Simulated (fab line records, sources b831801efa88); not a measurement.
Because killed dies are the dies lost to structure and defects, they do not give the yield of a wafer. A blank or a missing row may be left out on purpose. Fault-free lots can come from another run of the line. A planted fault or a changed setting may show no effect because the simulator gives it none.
Which tool is to blame? | flow sky130 | Sampling: 6 lots, 18 wafers, 2 of 708 route steps

WHAT EACH GAUGE READ, for each wafer
SKY_LDD_HVP_TW_MEAS_10.
lot  | measured     | on            | LDD_HVP_TW
L662 | day 21 16:02 | film-metro-04 | 469 467 466
L665 | day 23 00:03 | film-metro-02 | 459 459 461
L669 | day 25 01:40 | film-metro-04 | 468 467 468
L672 | day 25 02:37 | film-metro-02 | 461 461 460
L676 | day 27 03:39 | film-metro-03 | 704 708 708
L678 | day 27 17:05 | film-metro-03 | 712 707 712

WHICH TOOL RAN EACH LOT (tool, then ch and the chambers of the sampled wafers, then the start)
lot  | SKY_LDD_HVP_IMPLANT_08
L662 | implanter-04 ch 0, day 21 15:44
L665 | implanter-03 ch 0, day 22 23:48
L669 | implanter-02 ch 0, day 25 01:25
L672 | implanter-02 ch 0, day 25 02:23
L676 | implanter-03 ch 0, day 27 03:24
L678 | implanter-03 ch 0, day 27 16:52
- SKY_LDD_HVP_IMPLANT_08

THE ANSWER, worked out from the rows above alone
Rule: the usual values come from the lots themselves. The widest of any qualifying gaps counts: lots, ordered by their means at a reading, are off when they make up no more than a third of the lots, leave a main group of 4 or more, and stand apart from it by 3 or more times the standard deviation of that group's means. The tables above print the reading to a certain number of digits; a main group whose means all agree to those digits is not used. A lot without any number at a reading at which 4 lots or more have one is off too. Where the step has rows for the other lots, those lots are counted as sound.
Off: L676, L678, at SKY_LDD_HVP_TW_MEAS_10 (LDD_HVP_TW). Main group: mean 464, sd 3.7.
If a tool, at a process step before that reading, ran all the lots that are off and no sound lot after the first of them, it fits. Gauges at SKY_LDD_HVP_TW_MEAS_10: tried the same way as those tools. This does not decide it: 2 tools fit, namely implanter-03 at SKY_LDD_HVP_IMPLANT_08 and film-metro-03 at SKY_LDD_HVP_TW_MEAS_10.

WHAT HAD BEEN PUT IN BY THE SIMULATOR
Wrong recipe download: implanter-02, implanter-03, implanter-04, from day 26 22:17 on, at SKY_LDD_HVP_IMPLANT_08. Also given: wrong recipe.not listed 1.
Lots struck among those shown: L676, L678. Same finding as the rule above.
